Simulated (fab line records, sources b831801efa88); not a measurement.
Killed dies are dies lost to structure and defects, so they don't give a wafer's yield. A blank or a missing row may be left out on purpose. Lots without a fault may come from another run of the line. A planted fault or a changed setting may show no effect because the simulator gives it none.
fab line records | flow sky130
record lots=5 wafers=15 last_day=50
route steps=708 shown PWDE@48 NWELL@56 PAD_OPEN@708
lots that met no fault: from a run of the same line without faults
start_h: hours from the record's first day to the start of the lot's first wafer shown | wait_h: hours since the lot's step before | " the same as in the row above | L1.1+2: a row that stands for several wafers | - no value, or no start given | * or withheld: withheld | < > ~ a bound
route shown NAME@n: a module of which the file shows steps, and the number in the route of the first | usual: mean/standard deviation of fault-free wafers | same: alike in all rows | chamber/n: place in a boat | sites: the reading at each site | _std_site: their standard deviation | _edge_site: outer sites' mean less inner sites' | radius_mm: how far each site lies from the wafer's centre | mask NAME#n: copy n | behind: the tool/chamber that last shaped the wafer | hold: why the lot was held/for how many hours/how that ended | device: the transistor (n, p or np) that didn't switch | end of line: the same wafers' tests at the end of the route | a step without rows: its recipe alone | killed: dies lost to structure and defects at the first sort, not the wafer's yield | map: a wafer's dies, x killed, . not, _ none there
set.NAME: the setting as run; set.NAME@STEP: as run at that earlier step | model.NAME: the simulator's own value behind a step, which no gauge read
lots at some steps of the route; a table a step, a row a wafer
services: from which hour (start_h, from the record's first day; less than 0 if before it) a tool's chamber was out of use, for how many hours, and why
## steps
# step SKY_PWDE_SOFTBAKE_03
# recipe temp_c=110 time_s=withheld
# step SKY_PWDE_EXPOSE_04
# recipe mask_id=PWDEM na=0.6 source_shape=conventional sigma_outer=0.6 polarization=unpolarized target_cd_nm=840 dose_mj=214
# step SKY_PWDE_PEB_05
# recipe temp_c=115 time_s=withheld
# step SKY_PWDE_DEVELOP_06
# recipe wall_angle_deg=90 developer=TMAH develop_time_s=60 dev_temp_c=23
# step SKY_PWDE_OVL_MEAS_07
# usual PWDE_OVL=0.6/1.4
# columns lot.wafer tool chamber start_h wait_h PWDE_OVL[nm]
L614.3 overlay-02 - 73.33 - 1.3
L614.4 " - " " 1.1
L614.5 " - " " 2.5
L619.1 overlay-02 - 104.04 - 0.4
L619.3 " - " " 0.3
L619.4 " - " " 0.7
L630.2 overlay-01 - 165.64 - -0.6
L630.3 " - " " 0.7
L630.6 " - " " 0.4
L632.1 overlay-02 - 178.29 - 2.2
L632.2 " - " " 1.4
L632.3 " - " " 2.4
L633.1 overlay-01 - 182.87 - -2.2
L633.2 " - " " 0.0
L633.5 " - " " -1.2
# step SKY_PWDE_IMPLANT_08
# recipe species=B energy_kev=150 dose_cm2=3.534e+12 tilt_deg=withheld
# step SKY_PWDE_STRIP_09
# recipe chemistry=O2/N2 power_w=1400 pressure_mtorr=1500 platen_temp_c=withheld o2_flow_sccm=3000 n2_flow_sccm=300 overash_fraction=0.5
# usual drypump_motor_current_A=5.6/0.33 n2_flow_sccm=299.9/0.91 oes_product_au=0.723/0.0041 strip_time_to_endpoint_s=36.91/0.087
# columns lot.wafer tool chamber start_h wait_h drypump_motor_current_A n2_flow_sccm oes_product_au rf_hours_counter_h strip_time_to_endpoint_s
L614.3 plasma_asher-03 0 73.54 0.1 5.7 300.4 0.720 - 36.84
L614.4 " 1 " " 6.1 299.8 0.720 - 36.94
L614.5 " 1 " " 6.1 300.0 0.726 - 36.83
L619.1 plasma_asher-02 1 104.22 0.1 5.9 298.7 0.723 41 37.10
L619.3 " 1 " " 5.9 298.3 0.718 - 37.08
L619.4 " 0 " " 5.1 299.4 0.726 - 37.02
L630.2 plasma_asher-02 0 165.82 0.1 5.2 300.6 0.720 48 36.82
L630.3 " 1 " " 5.9 300.9 0.726 - 36.92
L630.6 " 0 " " 5.1 299.9 0.724 - 36.93
L632.1 plasma_asher-02 0 178.47 0.1 5.1 301.1 0.729 49 36.85
L632.2 " 1 " " 5.9 300.5 0.722 49 36.76
L632.3 " 0 " " 5.1 299.1 0.725 - 36.86
L633.1 plasma_asher-01 0 183.05 0.1 5.6 300.2 0.722 47 36.74
L633.2 " 1 " " 5.2 299.9 0.720 47 36.79
L633.5 " 0 " " 5.6 301.1 0.720 - 36.75
# step SKY_PWDE_TW_MEAS_10
# usual PWDE_TW=370.2/2.6
# columns lot.wafer tool chamber start_h wait_h PWDE_TW
L614.3 film_metro-03 - 73.62 0.1 366.0
L614.4 " - " " 366.8
L614.5 " - " " 365.2
L619.1 film_metro-01 - 104.32 0.1 370.5
L619.3 " - " " 370.2
L619.4 " - " " 369.6
L630.2 film_metro-02 - 165.93 0.1 373.9
L630.3 " - " " 372.4
L630.6 " - " " 372.7
L632.1 film_metro-02 - 178.57 0.1 373.2
L632.2 " - " " 374.1
L632.3 " - " " 372.0
L633.1 film_metro-02 - 183.15 0.1 372.5
L633.2 " - " " 372.1
L633.5 " - " " 373.2
# step SKY_NWELL_DEHYDRATE_03
# recipe temp_c=200 time_s=60
# step SKY_NWELL_HMDS_04
# recipe prime_time_s=60 prime_temp_c=120
# step SKY_NWELL_COAT_05
# recipe spin_rpm=2000 resist_thk_nm=3000
# step SKY_NWELL_SOFTBAKE_06
# recipe temp_c=110 time_s=withheld
# step SKY_NWELL_EXPOSE_07
# recipe mask_id=NWM na=0.6 source_shape=conventional sigma_outer=0.6 polarization=unpolarized target_cd_nm=840 dose_mj=255
# usual focus_offset_nm=0.0/0.5 reticle_temp_C=23.02/0.12
# columns lot.wafer tool chamber start_h wait_h mask focus_offset_nm reticle_temp_C
L614.3 iline_stepper-02 0 82.53 - NWM#0 -0.3 23.12
L614.4 " 0 " " NWM#0 -0.4 23.33
L614.5 " 0 " " NWM#0 0.4 23.14
L619.1 iline_stepper-02 0 113.89 - PWDEM#0 -0.4 22.79
L619.3 " 0 " " PWDEM#0 0.3 22.94
L619.4 " 0 " " PWDEM#0 -0.1 22.89
L630.2 iline_stepper-02 0 176.21 - NWM#0 -0.1 23.11
L630.3 " 0 " " NWM#0 -0.1 22.81
L630.6 " 0 " " NWM#0 0.2 22.93
L632.1 iline_stepper-02 0 188.43 - NWM#0 0.6 23.01
L632.2 " 0 " " NWM#0 1.0 22.88
L632.3 " 0 " " NWM#0 0.0 23.02
L633.1 iline_stepper-02 0 193.19 - NWM#0 0.0 23.10
L633.2 " 0 " " NWM#0 0.2 22.98
L633.5 " 0 " " NWM#0 0.0 23.04
# step SKY_NWELL_PEB_08
# recipe temp_c=115 time_s=withheld
# step SKY_NWELL_DEVELOP_09
# recipe wall_angle_deg=90 developer=TMAH develop_time_s=60 dev_temp_c=23
# step SKY_NWELL_OVL_MEAS_10
# usual NWELL_00_OVL=1.0/1.7
# columns lot.wafer tool chamber start_h wait_h NWELL_00_OVL[nm]
L614.3 overlay-01 - 90.45 - -1.4
L614.4 " - " " -1.1
L614.5 " - " " 0.2
L619.1 overlay-01 - 122.43 - -
L619.3 " - " " -
L619.4 " - " " -
L630.2 overlay-01 - 185.37 - 0.1
L630.3 " - " " 0.9
L630.6 " - " " 1.7
L632.1 overlay-01 - 197.64 - 1.0
L632.2 " - " " -0.2
L632.3 " - " " 2.2
L633.1 overlay-02 - 204.48 - 5.5
L633.2 " - " " 4.9
L633.5 " - " " 4.2
# step SKY_NWELL_IMPLANT_11
# recipe species=P energy_kev=400 dose_cm2=1.9e+13 tilt_deg=withheld
# step SKY_NWELL_IMPLANT_12
# recipe species=P energy_kev=120 dose_cm2=1.3e+12 tilt_deg=withheld
# step SKY_NWELL_IMPLANT_13
# recipe species=P energy_kev=50 dose_cm2=7e+11 tilt_deg=withheld
# step SKY_NWELL_STRIP_14
# recipe chemistry=O2/N2 power_w=1400 pressure_mtorr=1500 platen_temp_c=withheld o2_flow_sccm=3000 n2_flow_sccm=300 overash_fraction=0.5
# usual drypump_motor_current_A=5.42/0.3 n2_flow_sccm=299.9/0.95 oes_product_au=0.722/0.0044 strip_time_to_endpoint_s=36.91/0.096
# columns lot.wafer tool chamber start_h wait_h drypump_motor_current_A n2_flow_sccm oes_product_au rf_hours_counter_h strip_time_to_endpoint_s
L614.3 plasma_asher-01 0 90.96 0.1 5.58 301.7 0.730 - 36.88
L614.4 " 1 " " 5.19 299.5 0.724 - 36.93
L614.5 " 0 " " 5.56 300.6 0.720 - 36.90
L619.1 plasma_asher-01 1 122.91 0.1 5.24 299.8 0.717 44 36.97
L619.3 " 1 " " 5.23 300.1 0.717 - 36.95
L619.4 " 0 " " 5.56 300.1 0.723 - 36.90
L630.2 plasma_asher-01 1 185.85 0.1 5.21 299.3 0.717 47 36.89
L630.3 " 0 " " 5.56 299.6 0.716 - 36.80
L630.6 " 1 " " 5.23 300.0 0.734 - 36.95
L632.1 plasma_asher-04 0 198.12 0.1 5.06 299.4 0.723 39 36.96
L632.2 " 1 " " 5.64 298.4 0.710 39 37.05
L632.3 " 1 " " 5.66 299.1 0.725 - 36.97
L633.1 plasma_asher-04 1 204.96 0.1 5.64 300.1 0.719 40 36.71
L633.2 " 0 " " 5.09 299.9 0.724 40 36.84
L633.5 " 1 " " 5.66 299.2 0.730 - 36.87
# step SKY_NWELL_TW_MEAS_15
# usual NWELL_TW=1817/10
# columns lot.wafer tool chamber start_h wait_h NWELL_TW
L614.3 film_metro-01 - 91.04 0.1 1815
L614.4 " - " " 1819
L614.5 " - " " 1816
L619.1 film_metro-02 - 123.01 0.1 30
L619.3 " - " " 30
L619.4 " - " " 30
L630.2 film_metro-03 - 185.96 0.1 1810
L630.3 " - " " 1801
L630.6 " - " " 1804
L632.1 film_metro-02 - 198.22 0.1 1821
L632.2 " - " " 1826
L632.3 " - " " 1825
L633.1 film_metro-03 - 205.06 0.1 1810
L633.2 " - " " 1817
L633.5 " - " " 1809
# step SKY_NWELL_DEHYDRATE_16
# recipe temp_c=200 time_s=60
# step SKY_PAD_OPEN_PROBE_99
# usual killed_at_M0_to_M3=44/7.3 killed_at_M4_up=3.3/1.8 killed_at_contacts=24/5.3 killed_at_front_end=16/5 killed_at_other=0.2/0.51 killed_dies=87/10 killed_on_rim=17/3.9 killed_open=47/7.5 killed_short=40/6.3
# same gross_dies=492 killed_at_back_side=0
# columns lot.wafer tool chamber start_h wait_h killed_at_M0_to_M3 killed_at_M4_up killed_at_contacts killed_at_front_end killed_at_other killed_dies killed_on_rim killed_open killed_short
L614.3 prober-01 - 1089.94 0.2 44 5 17 12 2 80 18 45 35
L614.4 prober-01 - 1089.99 0.2 43 4 19 12 1 79 18 38 41
L614.5 prober-01 - 1090.04 0.2 51 8 31 13 0 103 25 52 51
L619.1 prober-01 - 1121.29 0.1 37 5 28 422 0 492 96 46 39
L619.3 prober-01 - 1121.39 0.2 36 5 19 432 0 492 96 42 28
L619.4 prober-01 - 1121.44 0.2 31 1 21 439 0 492 96 37 33
L630.2 prober-01 - 1177.80 0.1 60 4 14 12 0 90 18 46 44
L630.3 prober-01 - 1177.85 0.2 49 4 24 11 0 88 20 44 44
L630.6 prober-01 - 1178.00 0.2 52 1 22 15 0 90 15 50 40
L632.1 prober-01 - 1189.78 0.1 44 4 35 12 0 95 18 51 44
L632.2 prober-01 - 1189.83 0.1 51 6 29 24 0 110 23 62 48
L632.3 prober-01 - 1189.88 0.2 40 5 24 19 0 88 21 33 55
L633.1 prober-02 - 1194.61 0.1 37 1 22 14 0 74 22 46 28
L633.2 prober-02 - 1194.66 0.1 44 2 30 24 0 100 18 53 47
L633.5 prober-02 - 1194.81 0.2 38 3 26 18 0 85 22 54 31
# killed by level:class
L614.3 CONTACT:geometric_particle:open=9 VIA1:geometric_particle:open=9 VIA3:geometric_particle:open=8 VIA1:geometric_particle:short=7 FIELD_ISO:geometric_particle:open=5 METAL3:geometric_particle:short=5 FIELD_ISO:geometric_particle:short=4 CONTACT:geometric_particle:short=3
L614.4 CONTACT:geometric_particle:open=10 VIA2:geometric_particle:open=8 METAL2:geometric_particle:short=6 METAL1:geometric_particle:short=6 CONTACT:geometric_particle:short=5 VIA1:geometric_particle:short=5 VIA2:geometric_particle:short=5 LI_CONTACT:geometric_particle:open=4
L614.5 VIA1:geometric_particle:open=13 VIA2:geometric_particle:open=10 CONTACT:geometric_particle:open=9 LI_CONTACT:geometric_particle:open=7 CONTACT:geometric_particle:short=7 VIA3:geometric_particle:open=7 METAL4:geometric_particle:short=6 METAL2:geometric_particle:short=6
L619.1 NWELL:area_expose=407 CONTACT:geometric_particle:open=10 CONTACT:geometric_particle:short=8 VIA1:geometric_particle:open=7 VIA3:geometric_particle:open=7 LI_CONTACT:geometric_particle:open=6 POLY_GATE:geometric_particle:short=4 METAL1:geometric_particle:short=4
L619.3 NWELL:area_expose=422 VIA1:geometric_particle:open=11 CONTACT:geometric_particle:open=8 VIA2:geometric_particle:open=7 METAL4:geometric_particle:short=5 LI_CONTACT:geometric_particle:short=4 LI_CONTACT:geometric_particle:open=4 METAL1:geometric_particle:short=4
L619.4 NWELL:area_expose=422 POLY_GATE:geometric_particle:open=7 CONTACT:geometric_particle:open=7 VIA1:geometric_particle:open=6 CONTACT:geometric_particle:short=5 VIA3:geometric_particle:open=5 METAL1:geometric_particle:short=4 METAL2:geometric_particle:short=3
L630.2 VIA1:geometric_particle:open=16 METAL1:geometric_particle:short=10 VIA2:geometric_particle:open=8 CONTACT:geometric_particle:open=6 VIA3:geometric_particle:open=5 VIA1:geometric_particle:short=5 METAL2:geometric_particle:short=5 FIELD_ISO:geometric_particle:short=4
L630.3 VIA1:geometric_particle:open=10 METAL2:geometric_particle:short=8 VIA2:geometric_particle:open=8 CONTACT:geometric_particle:open=7 LI_CONTACT:geometric_particle:open=6 VIA1:geometric_particle:short=6 VIA3:geometric_particle:open=6 METAL1:geometric_particle:short=5
L630.6 VIA1:geometric_particle:open=13 VIA3:geometric_particle:open=8 METAL2:geometric_particle:short=7 METAL1:geometric_particle:short=6 VIA2:geometric_particle:open=6 LI_CONTACT:geometric_particle:short=5 LOCAL_INTERCONNECT:geometric_particle:short=5 CONTACT:geometric_particle:open=5
L632.1 CONTACT:geometric_particle:open=13 LI_CONTACT:geometric_particle:open=11 VIA1:geometric_particle:open=9 METAL1:geometric_particle:short=8 VIA2:geometric_particle:open=8 METAL2:geometric_particle:short=5 FIELD_ISO:geometric_particle:short=4 CONTACT:geometric_particle:short=4
L632.2 VIA2:geometric_particle:open=14 VIA1:geometric_particle:open=11 FIELD_ISO:geometric_particle:short=10 CONTACT:geometric_particle:open=9 LI_CONTACT:geometric_particle:open=9 LOCAL_INTERCONNECT:geometric_particle:short=8 VIA3:geometric_particle:open=7 METAL2:geometric_particle:short=6
L632.3 METAL1:geometric_particle:short=9 CONTACT:geometric_particle:short=7 POLY_GATE:geometric_particle:short=6 LI_CONTACT:geometric_particle:open=6 METAL2:geometric_particle:short=6 FIELD_ISO:geometric_particle:open=5 FIELD_ISO:geometric_particle:short=5 VIA3:geometric_particle:open=5
L633.1 CONTACT:geometric_particle:open=14 VIA1:geometric_particle:open=12 FIELD_ISO:geometric_particle:open=9 VIA2:geometric_particle:open=5 CONTACT:geometric_particle:short=4 METAL1:geometric_particle:short=4 METAL2:geometric_particle:short=4 VIA3:geometric_particle:open=3
L633.2 CONTACT:geometric_particle:open=10 VIA1:geometric_particle:short=8 LI_CONTACT:geometric_particle:open=8 POLY_GATE:geometric_particle:open=7 VIA1:geometric_particle:open=7 VIA3:geometric_particle:open=7 METAL2:geometric_particle:short=6 FIELD_ISO:geometric_particle:short=5
L633.5 VIA1:geometric_particle:open=14 CONTACT:geometric_particle:open=13 VIA2:geometric_particle:open=9 POLY_GATE:geometric_particle:open=7 METAL2:geometric_particle:short=7 FIELD_ISO:geometric_particle:short=5 LI_CONTACT:geometric_particle:open=4 LOCAL_INTERCONNECT:geometric_particle:short=4
# map L619.1 (x killed, . not)
__________xxxxxxxxxx_________
________xxxxxxxxxxxxxx_______
______xxxxxxxxxxxxxxxxxx_____
_____xxxxxxxxxxxxxxxxxxxx____
____xxxxxxxxxxxxxxxxxxxxxx___
___xxxxxxxxxxxxxxxxxxxxxxxx__
__xxxxxxxxxxxxxxxxxxxxxxxxxx_
_xxxxxxxxxxxxxxxxxxxxxxxxxxxx
_xxxxxxxxxxxxxxxxxxxxxxxxxxxx
_xxxxxxxxxxxxxxxxxxxxxxxxxxxx
_xxxxxxxxxxxxxxxxxxxxxxxxxxxx
_xxxxxxxxxxxxxxxxxxxxxxxxxxxx
_xxxxxxxxxxxxxxxxxxxxxxxxxxxx
_xxxxxxxxxxxxxxxxxxxxxxxxxxxx
_xxxxxxxxxxxxxxxxxxxxxxxxxxxx
__xxxxxxxxxxxxxxxxxxxxxxxxxx_
___xxxxxxxxxxxxxxxxxxxxxxxx__
____xxxxxxxxxxxxxxxxxxxxxx___
_____xxxxxxxxxxxxxxxxxxxx____
______xxxxxxxxxxxxxxxxxx_____
________xxxxxxxxxxxxxx_______
__________xxxxxxxxxx_________
# map L633.2 (x killed, . not)
__________.x..xx..x._________
________x.x..........._______
______.......x.....x...._____
_____x..x...xx........x..____
____..........x...........___
___........xx.x......x....x__
__x..................x.x..x._
_.x.x.xx...xx.x......x..x....
_xx.x......x..xx...........x.
_......x.x....x........x....x
_......x....x.....x.x.......x
_...x.x...........x.......x..
_....x....x.xx....x.....x....
_....xx...x....x.x....x.x....
_......xx.x...xx.x...........
__x..x.x...x.x.x......x....._
___...xx......x..x..x......__
____.x...x.....xx..x.x....___
_____...x....x........x..____
______......x..xx.xx.x.._____
________.x............_______
__________.........._________
## services
# columns tool chamber start_h hours kind
plasma_asher-02 - 53.30 5.4 repair
plasma_asher-04 - 88.64 0.7 repair
plasma_asher-03 - 104.93 4.3 pm
plasma_asher-03 - 109.26 9.0 pm
plasma_asher-03 0 109.26 9.0 vent_cycle
plasma_asher-03 1 109.26 9.0 vent_cycle
plasma_asher-03 0 118.26 - clean
plasma_asher-03 1 118.26 - clean
plasma_asher-02 - 123.66 3.7 repair
iline_stepper-02 - 131.92 4.4 pm
plasma_asher-01 - 145.38 26.5 repair
plasma_asher-03 - 161.29 8.1 repair
plasma_asher-02 - 197.02 3.7 repair
## key
first_sign step=SKY_NWELL_EXPOSE_07 reading=mask direction=changed
effect step=SKY_NWELL_OVL_MEAS_10 reading=NWELL_00_OVL direction=missing
effect step=SKY_NWELL_TW_MEAS_15 reading=NWELL_TW direction=down sigmas=99+ usual=1817 struck=30
effect step=SKY_PAD_OPEN_PROBE_99 reading=killed_at_front_end direction=up sigmas=84 usual=16 struck=431
more_kills_born_at SKY_NWELL_EXPOSE_07@iline_stepper-02=1251
met_at SKY_NWELL_EXPOSE_07
struck_wafers L619.1,L619.3,L619.4
tester_left_out L619
onset_between 82.53 113.89
fault kind=wrong_mask tool=any chamber=- onset_h=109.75 steps=SKY_NWELL_EXPOSE_07 aux_copy=PWDEM#0 scope=struck_lots_only
# tester_left_out: of these lots the tester's yield and bins aren't shown, on N5 and GAA mostly nor the transistor test; their killed dies are dies lost to structure and defects alone, not to doping, threshold or leakage, so they don't give the yield
